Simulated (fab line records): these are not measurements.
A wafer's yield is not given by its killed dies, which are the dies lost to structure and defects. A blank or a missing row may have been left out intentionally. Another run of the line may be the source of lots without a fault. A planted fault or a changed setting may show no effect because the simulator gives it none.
The same fault as seen by 2 desks    flow sky130    what lay behind the numbers comes last; until then each desk has only its own

TOOL OWNER'S DESK, implanter-02
The tool's own readings at SKY_NWELL_IMPLANT_24, given as means over the sampled wafers that have a number, one for each lot that went through this tool. Marked OUT: a lot whose mean sits more than 4 standard deviations from the usual mean, which makes it out of limits; the brackets give that distance.
Columns: A = beam_energy_keV at SKY_NWELL_IMPLANT_24, usual 139.99; B = beam_on_s at SKY_NWELL_IMPLANT_24, usual 10.00 s
lot   first seen here  A                         B
L312  day 6 03:35      140.00                    9.97
L316  day 7 05:49      140.04                    9.95
L321  day 8 06:55      140.02                    10.23
L326  day 9 14:26      127.19 (-99 or more) OUT  10.03
L330  day 10 16:55     127.26 (-99 or more) OUT  9.82
This desk's finding: out of limits on L326, L330; first on L326, day 9 14:26 (beam_energy_keV at SKY_NWELL_IMPLANT_24). In limits: L312, L316, L321.

METROLOGY DESK
What the gauges read for every lot (on any tool): the sampled wafers with a number, averaged. Marked OUT: a lot whose mean sits more than 4 standard deviations from the usual mean, which makes it out of limits; the brackets give that distance.
Columns: A = VT_ADJUST_NCORE_TW at SKY_VT_ADJUST_NCORE_TW_MEAS_11, usual 219.0; B = cd_nm at SKY_POLY_CUT_CD_MEAS_08, usual 270.1 nm
lot   first seen here  A      B
L309  day 8 13:32      217.8  270.5
L310  day 8 23:33      219.1  271.1
L311  day 9 09:58      218.0  267.4
L312  day 9 12:53      217.3  268.9
L313  day 9 17:20      218.4  268.7
L315  day 10 09:49     218.4  269.6
L316  day 10 20:45     220.4  270.7
L317  day 10 23:52     220.9  271.8
L318  day 11 09:19     219.4  269.2
L320  day 11 20:41     217.2  268.8
L321  day 12 04:17     221.0  268.6
L326  day 13 15:36     220.3  270.0
L330  day 14 22:31     217.3  270.1
This desk's verdict: no lot among the 13 shows anything out of limits.

BROUGHT TOGETHER
The tool owner's desk could have raised an alarm at day 9 14:26, on L326, L330.
Metrology desk: nothing out of limits seen.
The metrology desk holds a record of L326, L330, inside its limits.
SKY_NWELL_IMPLANT_24 was run on implanter-02 by each of the lots named.

WHAT WAS PUT IN BY THE SIMULATOR
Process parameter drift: implanter-02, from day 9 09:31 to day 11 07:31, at SKY_NWELL_IMPLANT_24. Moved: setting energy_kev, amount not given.
Lots struck among those shown: L326, L330.
Hours from the fault's start to each desk's first reading out of limits: the tool owner's desk, 5.
